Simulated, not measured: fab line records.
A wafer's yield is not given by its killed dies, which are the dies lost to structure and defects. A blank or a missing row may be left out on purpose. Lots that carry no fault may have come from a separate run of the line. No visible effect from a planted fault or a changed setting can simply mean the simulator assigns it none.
Shared-tool check ; flow sky130 ; Sampled: 14 lots, 42 wafers

== REASON FOR OPENING ==
Of 14 lots, 2 have the reading GATE_OXIDE_OXIDATION_00_THK flagged at SKY_GATE_OXIDE_THK_MEAS_02. Wafers without a fault read 10.25 nm, standard deviation 0.18.
Rule: a lot is flagged when every wafer of it that has a number lies more than 4 standard deviations from that mean, or none has a number. As for the other lots, they are considered sound.

lot;measured;on;GATE_OXIDE_OXIDATION_00_THK (nm), wafer by wafer;flag
L388;day 12 22:34;film_metro-04;10.52 10.68 10.56;
L389;day 13 01:26;film_metro-04;10.47 10.45 10.52;
L390;day 13 12:07;film_metro-01;10.44 10.42 10.38;
L392;day 14 02:06;film_metro-01;10.19 10.11 10.17;
L393;day 14 10:58;film_metro-04;10.28 10.34 10.23;
L394;day 14 16:16;film_metro-01;10.19 10.24 10.38;
L395;day 15 08:47;film_metro-02;10.31 10.34 10.33;
L396;day 15 11:47;film_metro-02;10.16 10.22 10.44;
L398;day 16 09:31;film_metro-02;10.17 10.12 10.07;
L404;day 18 12:55;film_metro-01;13.38 13.33 13.15;FLAGGED
L405;day 18 12:55;film_metro-04;12.95 12.90 12.99;FLAGGED
L406;day 18 18:20;film_metro-04;10.35 10.52 10.37;
L408;day 19 12:25;film_metro-04;10.16 10.14 10.22;
L409;day 19 23:54;film_metro-02;10.13 10.05 10.08;
The mean of the flagged lots' numbers is 13.12 nm, +2.87 nm from the usual (+16 standard deviations).

== TOOL THAT RAN EACH LOT ==
The record holds 1 process step before the reading, out of a route of 708 steps. In each cell: the tool, then ch and the chambers that the sampled wafers went through, then the start.
lot;flag;SKY_GATE_OXIDE_OXIDATION_01
L388;;furnace-02 ch 0, day 12 21:10
L389;;furnace-01 ch 0, day 13 00:02
L390;;furnace-02 ch 0, day 13 10:42
L392;;furnace-01 ch 0, day 14 00:40
L393;;furnace-02 ch 0, day 14 09:33
L394;;furnace-01 ch 0, day 14 14:50
L395;;furnace-01 ch 0, day 15 07:22
L396;;furnace-01 ch 0, day 15 10:22
L398;;furnace-02 ch 0, day 16 08:02
L404;FLAGGED;furnace-02 ch 0, day 18 11:31
L405;FLAGGED;furnace-02 ch 0, day 18 11:31
L406;;furnace-01 ch 0, day 18 16:54
L408;;furnace-01 ch 0, day 19 11:01
L409;;furnace-01 ch 0, day 19 22:28
What is done by these steps:
- SKY_GATE_OXIDE_OXIDATION_01: stabilise 600 s, purge 300 s, target thk 10.268 nm.
- SKY_GATE_OXIDE_THK_MEAS_02

== FLAGGED OVER TOTAL, TOOL BY TOOL (the gauges that took the reading come last) ==
step;tool;lots run;flagged;share of the flagged lots;sound lots run after its first flagged lot
SKY_GATE_OXIDE_OXIDATION_01;furnace-01;8;0;none;-
SKY_GATE_OXIDE_OXIDATION_01;furnace-02;6;2;all;0
SKY_GATE_OXIDE_THK_MEAS_02;film_metro-01;4;1;some;0
SKY_GATE_OXIDE_THK_MEAS_02;film_metro-02;4;0;none;-
SKY_GATE_OXIDE_THK_MEAS_02;film_metro-04;6;1;some;2 (L406,L408)

== THE TABLE: WHAT IT ALLOWS ==
In the table, 1 row covers all flagged lots: furnace-02 at SKY_GATE_OXIDE_OXIDATION_01.
- furnace-02 at SKY_GATE_OXIDE_OXIDATION_01 ran 6 lots, 2 of them flagged. A fault beginning between L398 (day 16 08:02), its last sound lot, and L404 (day 18 11:31), its first flagged one, fits the data. Its own readings lie more than 4 standard deviations out on every wafer of the flagged lots: spike_tc_bottom_C, spike_tc_centre_C, spike_tc_lower_C, spike_tc_top_C, spike_tc_upper_C, tube_center_temp_C, tube_center_temp_C_max.
What remains is a single tool, furnace-02 at SKY_GATE_OXIDE_OXIDATION_01.

== WHAT THE SIMULATOR PUT IN ==
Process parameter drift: furnace-02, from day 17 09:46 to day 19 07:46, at SKY_GATE_OXIDE_OXIDATION_01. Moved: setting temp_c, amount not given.
Lots struck among those shown: L404, L405. The rule above reached the same finding.
